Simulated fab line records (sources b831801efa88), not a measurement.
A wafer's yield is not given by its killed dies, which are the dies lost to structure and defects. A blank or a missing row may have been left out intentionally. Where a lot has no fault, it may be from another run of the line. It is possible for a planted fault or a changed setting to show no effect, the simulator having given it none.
fab line records / flow gf180mcu
record lots=5 wafers=15 lastDay=32
route steps=602 shown M2@376 V2@382
lots with no fault: from the same line, run without faults
startH: the number of hours between the record's first day and the start of the first shown wafer of the lot / waitH: how many hours have passed since the lot's step before this one / " the same as in the row above / L1.1+2: several wafers, shown together as one row / - no value, or no start was given / * or withheld: withheld / < > ~ a bound
route shown NAME@n: a module of which the file shows steps, and the number in the route of the first / usual: mean and standard deviation over wafers with no fault / same: alike in all rows / chamber/n: place in a boat / sites: readings site by site / _std_site: their standard deviation / _edge_site: outer sites' mean less inner sites' / radiusMm: how far each site lies from the wafer's centre / mask NAME#n: copy n / behind: the last tool/chamber to shape the wafer / hold: cause of the lot's hold/its duration in hours/its outcome / device: which transistor (n, p or np) failed to switch / end of line: the same wafers' tests at the end of the route / a step with no rows: only its recipe / killed: at the first sort, the dies lost to defects and structure; wafer yield is something else / map: per-die view of a wafer (x killed, . not killed, _ where there is no die)
set.NAME: the setting that was run; set.NAME@STEP: the one run at that earlier step / model.NAME: the simulator's own value behind a step, which no gauge read
certain route steps with their lots: each step a table, each wafer a row
services: the hour from which a tool's chamber was out of use, counted from the record's first day as startH (under 0 if before that day), plus the number of hours and why
## steps
# step GF_M2_CD_MEAS_14
# recipe targetCdNm=280
# usual cdNm=279.8/1.2
lot.wafer=L075.4 tool=cdSem-02 chamber=- startH=443.04 waitH=0.1 cdNm=279.5
lot.wafer=L075.5 tool=cdSem-02 chamber=- startH=443.04 waitH=0.1 cdNm=279.1
lot.wafer=L075.6 tool=cdSem-02 chamber=- startH=443.04 waitH=0.1 cdNm=279.7
lot.wafer=L076.1 tool=cdSem-01 chamber=- startH=455.94 waitH=0.1 cdNm=281.4
lot.wafer=L076.3 tool=cdSem-01 chamber=- startH=455.94 waitH=0.1 cdNm=281.6
lot.wafer=L076.6 tool=cdSem-01 chamber=- startH=455.94 waitH=0.1 cdNm=280.8
lot.wafer=L077.2 tool=cdSem-01 chamber=- startH=467.70 waitH=0.1 cdNm=279.9
lot.wafer=L077.5 tool=cdSem-01 chamber=- startH=467.70 waitH=0.1 cdNm=279.5
lot.wafer=L077.6 tool=cdSem-01 chamber=- startH=467.70 waitH=0.1 cdNm=279.0
lot.wafer=L085.2 tool=cdSem-02 chamber=- startH=534.55 waitH=0.1 cdNm=278.6
lot.wafer=L085.4 tool=cdSem-02 chamber=- startH=534.55 waitH=0.1 cdNm=277.9
lot.wafer=L085.6 tool=cdSem-02 chamber=- startH=534.55 waitH=0.1 cdNm=278.1
lot.wafer=L089.1 tool=cdSem-01 chamber=- startH=568.79 waitH=0.1 cdNm=280.0
lot.wafer=L089.2 tool=cdSem-01 chamber=- startH=568.79 waitH=0.1 cdNm=281.6
lot.wafer=L089.5 tool=cdSem-01 chamber=- startH=568.79 waitH=0.1 cdNm=280.7
# step GF_M2_OVL_MEAS_15
# usual M2_OVL=1/6.2
lot.wafer=L075.4 tool=overlay-02 chamber=- startH=443.12 waitH=0.1 M2_OVL[nm]=-2
lot.wafer=L075.5 tool=overlay-02 chamber=- startH=443.12 waitH=0.1 M2_OVL[nm]=6
lot.wafer=L075.6 tool=overlay-02 chamber=- startH=443.12 waitH=0.1 M2_OVL[nm]=-3
lot.wafer=L076.1 tool=overlay-02 chamber=- startH=456.06 waitH=0.1 M2_OVL[nm]=0
lot.wafer=L076.3 tool=overlay-02 chamber=- startH=456.06 waitH=0.1 M2_OVL[nm]=3
lot.wafer=L076.6 tool=overlay-02 chamber=- startH=456.06 waitH=0.1 M2_OVL[nm]=-1
lot.wafer=L077.2 tool=overlay-02 chamber=- startH=467.81 waitH=0.1 M2_OVL[nm]=5
lot.wafer=L077.5 tool=overlay-02 chamber=- startH=467.81 waitH=0.1 M2_OVL[nm]=-1
lot.wafer=L077.6 tool=overlay-02 chamber=- startH=467.81 waitH=0.1 M2_OVL[nm]=12
lot.wafer=L085.2 tool=overlay-02 chamber=- startH=534.66 waitH=0.1 M2_OVL[nm]=3
lot.wafer=L085.4 tool=overlay-02 chamber=- startH=534.66 waitH=0.1 M2_OVL[nm]=13
lot.wafer=L085.6 tool=overlay-02 chamber=- startH=534.66 waitH=0.1 M2_OVL[nm]=10
lot.wafer=L089.1 tool=overlay-02 chamber=- startH=568.91 waitH=0.1 M2_OVL[nm]=0
lot.wafer=L089.2 tool=overlay-02 chamber=- startH=568.91 waitH=0.1 M2_OVL[nm]=9
lot.wafer=L089.5 tool=overlay-02 chamber=- startH=568.91 waitH=0.1 M2_OVL[nm]=-3
# step GF_M2_METAL_ETCH_16
# recipe chemistry=Cl2/BCl3 maskMaterial=KrF targetDepthNm=750.8 stopOn=SiO2 pressureMtorr=8 icpW=800 biasW=140 Cl2_flow_sccm=80 bcl3FlowSccm=40 timeS=125.1
# usual drypumpMotorCurrentA=5.9/0.39 oesProductAu=0.988/0.0061 throttleValvePct=28.232/0.01
lot.wafer=L075.4 tool=rieMetal-03 chamber=1 startH=443.18 waitH=0.1 drypumpMotorCurrentA=5.4 oesProductAu=0.990 rfHoursCounterH=- throttleValvePct=28.228
lot.wafer=L075.5 tool=rieMetal-03 chamber=1 startH=443.18 waitH=0.1 drypumpMotorCurrentA=5.4 oesProductAu=0.986 rfHoursCounterH=- throttleValvePct=28.246
lot.wafer=L075.6 tool=rieMetal-03 chamber=0 startH=443.18 waitH=0.1 drypumpMotorCurrentA=5.8 oesProductAu=0.998 rfHoursCounterH=- throttleValvePct=28.212
lot.wafer=L076.1 tool=rieMetal-04 chamber=1 startH=456.10 waitH=0.0 drypumpMotorCurrentA=6.4 oesProductAu=0.982 rfHoursCounterH=4 throttleValvePct=28.247
lot.wafer=L076.3 tool=rieMetal-04 chamber=0 startH=456.10 waitH=0.0 drypumpMotorCurrentA=6.1 oesProductAu=1.000 rfHoursCounterH=- throttleValvePct=28.220
lot.wafer=L076.6 tool=rieMetal-04 chamber=0 startH=456.10 waitH=0.0 drypumpMotorCurrentA=6.1 oesProductAu=0.994 rfHoursCounterH=- throttleValvePct=28.220
lot.wafer=L077.2 tool=rieMetal-02 chamber=1 startH=467.84 waitH=0.0 drypumpMotorCurrentA=6.0 oesProductAu=0.988 rfHoursCounterH=10 throttleValvePct=28.222
lot.wafer=L077.5 tool=rieMetal-02 chamber=0 startH=467.84 waitH=0.0 drypumpMotorCurrentA=5.4 oesProductAu=0.994 rfHoursCounterH=- throttleValvePct=28.245
lot.wafer=L077.6 tool=rieMetal-02 chamber=1 startH=467.84 waitH=0.0 drypumpMotorCurrentA=6.0 oesProductAu=0.981 rfHoursCounterH=- throttleValvePct=28.219
lot.wafer=L085.2 tool=rieMetal-03 chamber=0 startH=534.69 waitH=0.0 drypumpMotorCurrentA=5.8 oesProductAu=0.998 rfHoursCounterH=11 throttleValvePct=28.230
lot.wafer=L085.4 tool=rieMetal-03 chamber=0 startH=534.69 waitH=0.0 drypumpMotorCurrentA=5.8 oesProductAu=0.987 rfHoursCounterH=- throttleValvePct=28.233
lot.wafer=L085.6 tool=rieMetal-03 chamber=1 startH=534.69 waitH=0.0 drypumpMotorCurrentA=5.4 oesProductAu=0.987 rfHoursCounterH=- throttleValvePct=28.232
lot.wafer=L089.1 tool=rieMetal-04 chamber=1 startH=568.95 waitH=0.0 drypumpMotorCurrentA=6.4 oesProductAu=0.987 rfHoursCounterH=8 throttleValvePct=28.250
lot.wafer=L089.2 tool=rieMetal-04 chamber=0 startH=568.95 waitH=0.0 drypumpMotorCurrentA=6.0 oesProductAu=0.990 rfHoursCounterH=2 throttleValvePct=28.233
lot.wafer=L089.5 tool=rieMetal-04 chamber=1 startH=568.95 waitH=0.0 drypumpMotorCurrentA=6.4 oesProductAu=0.975 rfHoursCounterH=- throttleValvePct=28.222
# step GF_M2_STRIP_17
# recipe chemistry=O2/N2 powerW=1400 pressureMtorr=1500 platenTempC=250 o2FlowSccm=3000 n2FlowSccm=300 overashFraction=0.5
# usual drypumpMotorCurrentA=5.6/0.33 heaterPowerW=337/47 n2FlowSccm=300.0/0.9 oesProductAu=0.538/0.0053 stripTimeToEndpointS=7.42/0.049
lot.wafer=L075.4 tool=plasmaAsher-03 chamber=1 startH=443.30 waitH=0.1 drypumpMotorCurrentA=5.3 heaterPowerW=350 n2FlowSccm=299.3 oesProductAu=0.534 rfHoursCounterH=- stripTimeToEndpointS=7.42
lot.wafer=L075.5 tool=plasmaAsher-03 chamber=1 startH=443.30 waitH=0.1 drypumpMotorCurrentA=5.3 heaterPowerW=351 n2FlowSccm=299.7 oesProductAu=0.534 rfHoursCounterH=- stripTimeToEndpointS=7.41
lot.wafer=L075.6 tool=plasmaAsher-03 chamber=0 startH=443.30 waitH=0.1 drypumpMotorCurrentA=6.0 heaterPowerW=358 n2FlowSccm=301.8 oesProductAu=0.537 rfHoursCounterH=- stripTimeToEndpointS=7.37
lot.wafer=L076.1 tool=plasmaAsher-03 chamber=0 startH=456.23 waitH=0.1 drypumpMotorCurrentA=6.0 heaterPowerW=362 n2FlowSccm=300.0 oesProductAu=0.542 rfHoursCounterH=70 stripTimeToEndpointS=7.42
lot.wafer=L076.3 tool=plasmaAsher-03 chamber=0 startH=456.23 waitH=0.1 drypumpMotorCurrentA=6.0 heaterPowerW=362 n2FlowSccm=299.6 oesProductAu=0.532 rfHoursCounterH=- stripTimeToEndpointS=7.40
lot.wafer=L076.6 tool=plasmaAsher-03 chamber=0 startH=456.23 waitH=0.1 drypumpMotorCurrentA=6.0 heaterPowerW=364 n2FlowSccm=300.2 oesProductAu=0.531 rfHoursCounterH=- stripTimeToEndpointS=7.42
lot.wafer=L077.2 tool=plasmaAsher-02 chamber=1 startH=467.97 waitH=0.1 drypumpMotorCurrentA=5.5 heaterPowerW=409 n2FlowSccm=300.8 oesProductAu=0.543 rfHoursCounterH=4 stripTimeToEndpointS=7.49
lot.wafer=L077.5 tool=plasmaAsher-02 chamber=1 startH=467.97 waitH=0.1 drypumpMotorCurrentA=5.5 heaterPowerW=410 n2FlowSccm=299.0 oesProductAu=0.537 rfHoursCounterH=- stripTimeToEndpointS=7.49
lot.wafer=L077.6 tool=plasmaAsher-02 chamber=0 startH=467.97 waitH=0.1 drypumpMotorCurrentA=5.8 heaterPowerW=289 n2FlowSccm=298.1 oesProductAu=0.548 rfHoursCounterH=- stripTimeToEndpointS=7.47
lot.wafer=L085.2 tool=plasmaAsher-01 chamber=1 startH=534.82 waitH=0.1 drypumpMotorCurrentA=5.2 heaterPowerW=324 n2FlowSccm=301.6 oesProductAu=0.540 rfHoursCounterH=42 stripTimeToEndpointS=7.34
lot.wafer=L085.4 tool=plasmaAsher-01 chamber=1 startH=534.82 waitH=0.1 drypumpMotorCurrentA=5.2 heaterPowerW=340 n2FlowSccm=300.3 oesProductAu=0.539 rfHoursCounterH=- stripTimeToEndpointS=7.35
lot.wafer=L085.6 tool=plasmaAsher-01 chamber=1 startH=534.82 waitH=0.1 drypumpMotorCurrentA=5.3 heaterPowerW=324 n2FlowSccm=301.2 oesProductAu=0.546 rfHoursCounterH=- stripTimeToEndpointS=7.38
lot.wafer=L089.1 tool=plasmaAsher-01 chamber=1 startH=569.08 waitH=0.1 drypumpMotorCurrentA=5.3 heaterPowerW=323 n2FlowSccm=300.8 oesProductAu=0.540 rfHoursCounterH=46 stripTimeToEndpointS=7.46
lot.wafer=L089.2 tool=plasmaAsher-01 chamber=0 startH=569.08 waitH=0.1 drypumpMotorCurrentA=6.1 heaterPowerW=273 n2FlowSccm=299.4 oesProductAu=0.535 rfHoursCounterH=46 stripTimeToEndpointS=7.37
lot.wafer=L089.5 tool=plasmaAsher-01 chamber=1 startH=569.08 waitH=0.1 drypumpMotorCurrentA=5.3 heaterPowerW=323 n2FlowSccm=300.6 oesProductAu=0.530 rfHoursCounterH=- stripTimeToEndpointS=7.38
# step GF_M2_STRIP_18
# recipe chemistry=postEtchResidueRemover timeS=1200 tempC=72.5
# usual bathHeatDutyPct=14.0/1.3
lot.wafer=L075.4 tool=wetBench-03 chamber=3 startH=443.37 waitH=0.0 bathHeatDutyPct=13.0
lot.wafer=L075.5 tool=wetBench-03 chamber=3 startH=443.37 waitH=0.0 bathHeatDutyPct=13.4
lot.wafer=L075.6 tool=wetBench-03 chamber=3 startH=443.37 waitH=0.0 bathHeatDutyPct=13.9
lot.wafer=L076.1 tool=wetBench-01 chamber=2 startH=456.33 waitH=0.1 bathHeatDutyPct=13.4
lot.wafer=L076.3 tool=wetBench-01 chamber=2 startH=456.33 waitH=0.1 bathHeatDutyPct=13.8
lot.wafer=L076.6 tool=wetBench-01 chamber=2 startH=456.33 waitH=0.1 bathHeatDutyPct=13.4
lot.wafer=L077.2 tool=wetBench-04 chamber=3 startH=468.07 waitH=0.1 bathHeatDutyPct=16.7
lot.wafer=L077.5 tool=wetBench-04 chamber=3 startH=468.07 waitH=0.1 bathHeatDutyPct=17.7
lot.wafer=L077.6 tool=wetBench-04 chamber=3 startH=468.07 waitH=0.1 bathHeatDutyPct=17.1
lot.wafer=L085.2 tool=wetBench-01 chamber=3 startH=534.92 waitH=0.1 bathHeatDutyPct=13.0
lot.wafer=L085.4 tool=wetBench-01 chamber=3 startH=534.92 waitH=0.1 bathHeatDutyPct=12.4
lot.wafer=L085.6 tool=wetBench-01 chamber=3 startH=534.92 waitH=0.1 bathHeatDutyPct=13.1
lot.wafer=L089.1 tool=wetBench-01 chamber=1 startH=569.18 waitH=0.1 bathHeatDutyPct=13.4
lot.wafer=L089.2 tool=wetBench-01 chamber=1 startH=569.18 waitH=0.1 bathHeatDutyPct=14.0
lot.wafer=L089.5 tool=wetBench-01 chamber=1 startH=569.18 waitH=0.1 bathHeatDutyPct=13.9
# step GF_M2_CLEAN_19
# recipe chemistry=DIW dry=n2Spin
lot.wafer=L075.4+5+6 tool=wetBench-04 chamber=1 startH=443.71 waitH=0.0
lot.wafer=L076.1+3+6 tool=wetBench-03 chamber=2 startH=456.67 waitH=0.0
lot.wafer=L077.2+5+6 tool=wetBench-01 chamber=2 startH=468.41 waitH=0.0
lot.wafer=L085.2+4+6 tool=wetBench-03 chamber=3 startH=535.26 waitH=0.0
lot.wafer=L089.1+2+5 tool=wetBench-03 chamber=3 startH=569.52 waitH=0.0
# step GF_V2_CVD_00
# recipe material=SiO2 targetThkNm=600 sigmaOpenFrac=0.3 tempC=400 timeS=100 sih4FlowSccm=60 pressureMtorr=6
lot.wafer=L075.4+5+6 tool=hdpcvd-02 chamber=1,2,0 startH=443.84 waitH=0.0
lot.wafer=L076.1+3+6 tool=hdpcvd-02 chamber=1,0,0 startH=456.76 waitH=0.0
lot.wafer=L077.2+5+6 tool=hdpcvd-01 chamber=2,1,0 startH=468.50 waitH=0.0
lot.wafer=L085.2+4+6 tool=hdpcvd-01 chamber=1,0,2 startH=535.35 waitH=0.0
lot.wafer=L089.1+2+5 tool=hdpcvd-02 chamber=0,1,0 startH=569.62 waitH=0.0
# step GF_V2_THK_MEAS_01
# recipe reads=SiO2_of_V2_CVD_00
# usual V2_CVD_00_THK=599/5.1
lot.wafer=L075.4 tool=filmMetro-04 chamber=- startH=443.91 waitH=0.0 V2_CVD_00_THK[nm]=591
lot.wafer=L075.5 tool=filmMetro-04 chamber=- startH=443.91 waitH=0.0 V2_CVD_00_THK[nm]=590
lot.wafer=L075.6 tool=filmMetro-04 chamber=- startH=443.91 waitH=0.0 V2_CVD_00_THK[nm]=594
lot.wafer=L076.1 tool=filmMetro-01 chamber=- startH=456.83 waitH=0.0 V2_CVD_00_THK[nm]=596
lot.wafer=L076.3 tool=filmMetro-01 chamber=- startH=456.83 waitH=0.0 V2_CVD_00_THK[nm]=595
lot.wafer=L076.6 tool=filmMetro-01 chamber=- startH=456.83 waitH=0.0 V2_CVD_00_THK[nm]=599
lot.wafer=L077.2 tool=filmMetro-04 chamber=- startH=468.58 waitH=0.0 V2_CVD_00_THK[nm]=594
lot.wafer=L077.5 tool=filmMetro-04 chamber=- startH=468.58 waitH=0.0 V2_CVD_00_THK[nm]=601
lot.wafer=L077.6 tool=filmMetro-04 chamber=- startH=468.58 waitH=0.0 V2_CVD_00_THK[nm]=598
lot.wafer=L085.2 tool=filmMetro-03 chamber=- startH=535.43 waitH=0.0 V2_CVD_00_THK[nm]=595
lot.wafer=L085.4 tool=filmMetro-03 chamber=- startH=535.43 waitH=0.0 V2_CVD_00_THK[nm]=600
lot.wafer=L085.6 tool=filmMetro-03 chamber=- startH=535.43 waitH=0.0 V2_CVD_00_THK[nm]=604
lot.wafer=L089.1 tool=filmMetro-01 chamber=- startH=569.69 waitH=0.0 V2_CVD_00_THK[nm]=600
lot.wafer=L089.2 tool=filmMetro-01 chamber=- startH=569.69 waitH=0.0 V2_CVD_00_THK[nm]=600
lot.wafer=L089.5 tool=filmMetro-01 chamber=- startH=569.69 waitH=0.0 V2_CVD_00_THK[nm]=607
# step GF_V2_CVD_02
# recipe material=SiO2 targetThkNm=850 precursor=TEOS tempC=400 timeS=94.851 rfW=600
# usual heaterPowerW=668/110
lot.wafer=L075.4 tool=pecvd-03 chamber=1 startH=443.97 waitH=0.1 heaterPowerW=705
lot.wafer=L075.5 tool=pecvd-03 chamber=0 startH=443.97 waitH=0.1 heaterPowerW=572
lot.wafer=L075.6 tool=pecvd-03 chamber=2 startH=443.97 waitH=0.1 heaterPowerW=737
lot.wafer=L076.1 tool=pecvd-02 chamber=2 startH=456.89 waitH=0.1 heaterPowerW=565
lot.wafer=L076.3 tool=pecvd-02 chamber=1 startH=456.89 waitH=0.1 heaterPowerW=676
lot.wafer=L076.6 tool=pecvd-02 chamber=0 startH=456.89 waitH=0.1 heaterPowerW=604
lot.wafer=L077.2 tool=pecvd-01 chamber=2 startH=468.63 waitH=0.0 heaterPowerW=469
lot.wafer=L077.5 tool=pecvd-01 chamber=0 startH=468.63 waitH=0.0 heaterPowerW=789
lot.wafer=L077.6 tool=pecvd-01 chamber=1 startH=468.63 waitH=0.0 heaterPowerW=953
lot.wafer=L085.2 tool=pecvd-02 chamber=1 startH=535.48 waitH=0.0 heaterPowerW=663
lot.wafer=L085.4 tool=pecvd-02 chamber=1 startH=535.48 waitH=0.0 heaterPowerW=687
lot.wafer=L085.6 tool=pecvd-02 chamber=2 startH=535.48 waitH=0.0 heaterPowerW=601
lot.wafer=L089.1 tool=pecvd-01 chamber=1 startH=569.75 waitH=0.1 heaterPowerW=833
lot.wafer=L089.2 tool=pecvd-01 chamber=0 startH=569.75 waitH=0.1 heaterPowerW=765
lot.wafer=L089.5 tool=pecvd-01 chamber=0 startH=569.75 waitH=0.1 heaterPowerW=798
# step GF_V2_THK_MEAS_03
# recipe reads=SiO2_of_V2_CVD_02
# usual V2_CVD_02_THK=850/10
lot.wafer=L075.4 tool=filmMetro-01 chamber=- startH=444.03 waitH=0.0 V2_CVD_02_THK[nm]=862
lot.wafer=L075.5 tool=filmMetro-01 chamber=- startH=444.03 waitH=0.0 V2_CVD_02_THK[nm]=864
lot.wafer=L075.6 tool=filmMetro-01 chamber=- startH=444.03 waitH=0.0 V2_CVD_02_THK[nm]=870
lot.wafer=L076.1 tool=filmMetro-04 chamber=- startH=456.96 waitH=0.0 V2_CVD_02_THK[nm]=852
lot.wafer=L076.3 tool=filmMetro-04 chamber=- startH=456.96 waitH=0.0 V2_CVD_02_THK[nm]=847
lot.wafer=L076.6 tool=filmMetro-04 chamber=- startH=456.96 waitH=0.0 V2_CVD_02_THK[nm]=858
lot.wafer=L077.2 tool=filmMetro-03 chamber=- startH=468.71 waitH=0.0 V2_CVD_02_THK[nm]=831
lot.wafer=L077.5 tool=filmMetro-03 chamber=- startH=468.71 waitH=0.0 V2_CVD_02_THK[nm]=846
lot.wafer=L077.6 tool=filmMetro-03 chamber=- startH=468.71 waitH=0.0 V2_CVD_02_THK[nm]=847
lot.wafer=L085.2 tool=filmMetro-04 chamber=- startH=535.56 waitH=0.0 V2_CVD_02_THK[nm]=847
lot.wafer=L085.4 tool=filmMetro-04 chamber=- startH=535.56 waitH=0.0 V2_CVD_02_THK[nm]=856
lot.wafer=L085.6 tool=filmMetro-04 chamber=- startH=535.56 waitH=0.0 V2_CVD_02_THK[nm]=865
lot.wafer=L089.1 tool=filmMetro-03 chamber=- startH=569.82 waitH=0.0 V2_CVD_02_THK[nm]=841
lot.wafer=L089.2 tool=filmMetro-03 chamber=- startH=569.82 waitH=0.0 V2_CVD_02_THK[nm]=831
lot.wafer=L089.5 tool=filmMetro-03 chamber=- startH=569.82 waitH=0.0 V2_CVD_02_THK[nm]=851
# step GF_V2_CMP_04
# recipe material=SiO2 downForcePsi=4 platenRpm=60 padVelocityMS=0.94248
# usual motorCurrentA=11.8/1.2 timeToEndpointS=80/4.6
lot.wafer=L075.4 tool=cmp-02 chamber=2 startH=444.16 waitH=0.1 motorCurrentA=12.3 timeToEndpointS=81
lot.wafer=L075.5 tool=cmp-02 chamber=0 startH=444.16 waitH=0.1 motorCurrentA=12.8 timeToEndpointS=82
lot.wafer=L075.6 tool=cmp-02 chamber=1 startH=444.16 waitH=0.1 motorCurrentA=10.0 timeToEndpointS=84
lot.wafer=L076.3 tool=cmp-01 chamber=1 startH=457.07 waitH=0.1 motorCurrentA=13.2 timeToEndpointS=79
lot.wafer=L076.1 tool=cmp-01 chamber=3 startH=457.07 waitH=0.1 motorCurrentA=9.8 timeToEndpointS=82
lot.wafer=L076.6 tool=cmp-01 chamber=1 startH=457.07 waitH=0.1 motorCurrentA=11.9 timeToEndpointS=87
lot.wafer=L077.2 tool=cmp-02 chamber=1 startH=468.81 waitH=0.1 motorCurrentA=10.3 timeToEndpointS=71
lot.wafer=L077.6 tool=cmp-02 chamber=0 startH=468.81 waitH=0.1 motorCurrentA=12.8 timeToEndpointS=75
lot.wafer=L077.5 tool=cmp-02 chamber=1 startH=468.81 waitH=0.1 motorCurrentA=10.2 timeToEndpointS=77
lot.wafer=L085.2 tool=cmp-01 chamber=0 startH=535.61 waitH=0.0 motorCurrentA=12.4 timeToEndpointS=81
lot.wafer=L085.4 tool=cmp-01 chamber=1 startH=535.61 waitH=0.0 motorCurrentA=13.2 timeToEndpointS=82
lot.wafer=L085.6 tool=cmp-01 chamber=1 startH=535.61 waitH=0.0 motorCurrentA=12.2 timeToEndpointS=87
lot.wafer=L089.1 tool=cmp-01 chamber=1 startH=569.88 waitH=0.1 motorCurrentA=12.6 timeToEndpointS=79
lot.wafer=L089.2 tool=cmp-01 chamber=3 startH=569.88 waitH=0.1 motorCurrentA=9.8 timeToEndpointS=75
lot.wafer=L089.5 tool=cmp-01 chamber=1 startH=569.88 waitH=0.1 motorCurrentA=12.7 timeToEndpointS=84
# step GF_V2_BOW_MEAS_05
# recipe mode=bow
# usual V2_BOW=98/7.4
lot.wafer=L075.4 tool=filmMetro-03 chamber=- startH=444.42 waitH=0.2 V2_BOW[um]=79
lot.wafer=L075.5 tool=filmMetro-03 chamber=- startH=444.42 waitH=0.2 V2_BOW[um]=105
lot.wafer=L075.6 tool=filmMetro-03 chamber=- startH=444.42 waitH=0.2 V2_BOW[um]=99
lot.wafer=L076.1 tool=filmMetro-04 chamber=- startH=457.32 waitH=0.1 V2_BOW[um]=98
lot.wafer=L076.3 tool=filmMetro-04 chamber=- startH=457.32 waitH=0.1 V2_BOW[um]=96
lot.wafer=L076.6 tool=filmMetro-04 chamber=- startH=457.32 waitH=0.1 V2_BOW[um]=85
lot.wafer=L077.2 tool=filmMetro-04 chamber=- startH=469.08 waitH=0.2 V2_BOW[um]=97
lot.wafer=L077.5 tool=filmMetro-04 chamber=- startH=469.08 waitH=0.2 V2_BOW[um]=95
lot.wafer=L077.6 tool=filmMetro-04 chamber=- startH=469.08 waitH=0.2 V2_BOW[um]=90
lot.wafer=L085.2 tool=filmMetro-01 chamber=- startH=535.93 waitH=0.3 V2_BOW[um]=96
lot.wafer=L085.4 tool=filmMetro-01 chamber=- startH=535.93 waitH=0.3 V2_BOW[um]=107
lot.wafer=L085.6 tool=filmMetro-01 chamber=- startH=535.93 waitH=0.3 V2_BOW[um]=102
lot.wafer=L089.1 tool=filmMetro-01 chamber=- startH=570.18 waitH=0.2 V2_BOW[um]=103
lot.wafer=L089.2 tool=filmMetro-01 chamber=- startH=570.18 waitH=0.2 V2_BOW[um]=108
lot.wafer=L089.5 tool=filmMetro-01 chamber=- startH=570.18 waitH=0.2 V2_BOW[um]=109
## services
tool=wetBench-04 chamber=- startH=419.19 hours=5.3 kind=repair
tool=plasmaAsher-02 chamber=- startH=421.25 hours=9.0 kind=pm
tool=pecvd-01 chamber=2 startH=431.53 hours=2.1 kind=repair
tool=pecvd-03 chamber=- startH=438.52 hours=4.3 kind=repair
tool=pecvd-01 chamber=- startH=447.15 hours=0.5 kind=repair
tool=cmp-01 chamber=- startH=471.97 hours=1.6 kind=repair
tool=plasmaAsher-01 chamber=- startH=488.35 hours=2.8 kind=pm
tool=hdpcvd-01 chamber=2 startH=492.01 hours=22.9 kind=repair
tool=rieMetal-04 chamber=0 startH=493.58 hours=- kind=clean
tool=rieMetal-04 chamber=0 startH=493.58 hours=22.9 kind=scheduledDown
tool=rieMetal-04 chamber=0 startH=493.58 hours=22.9 kind=ventCycle
tool=hdpcvd-01 chamber=- startH=497.80 hours=0.7 kind=repair
tool=hdpcvd-02 chamber=0 startH=526.50 hours=7.8 kind=repair
tool=cmp-02 chamber=- startH=535.24 hours=0.2 kind=repair
tool=pecvd-01 chamber=- startH=535.28 hours=3.0 kind=repair
tool=hdpcvd-01 chamber=- startH=539.25 hours=15.0 kind=pm
tool=hdpcvd-01 chamber=0 startH=539.25 hours=15.0 kind=ventCycle
tool=hdpcvd-01 chamber=1 startH=539.25 hours=15.0 kind=ventCycle
tool=hdpcvd-01 chamber=2 startH=539.25 hours=15.0 kind=ventCycle
tool=plasmaAsher-02 chamber=- startH=540.91 hours=4.0 kind=repair
tool=pecvd-03 chamber=1 startH=541.78 hours=2.7 kind=repair
tool=hdpcvd-02 chamber=1 startH=551.29 hours=4.9 kind=repair
tool=hdpcvd-01 chamber=0 startH=554.25 hours=- kind=clean
tool=hdpcvd-01 chamber=- startH=559.73 hours=1.0 kind=repair
## key
fault none
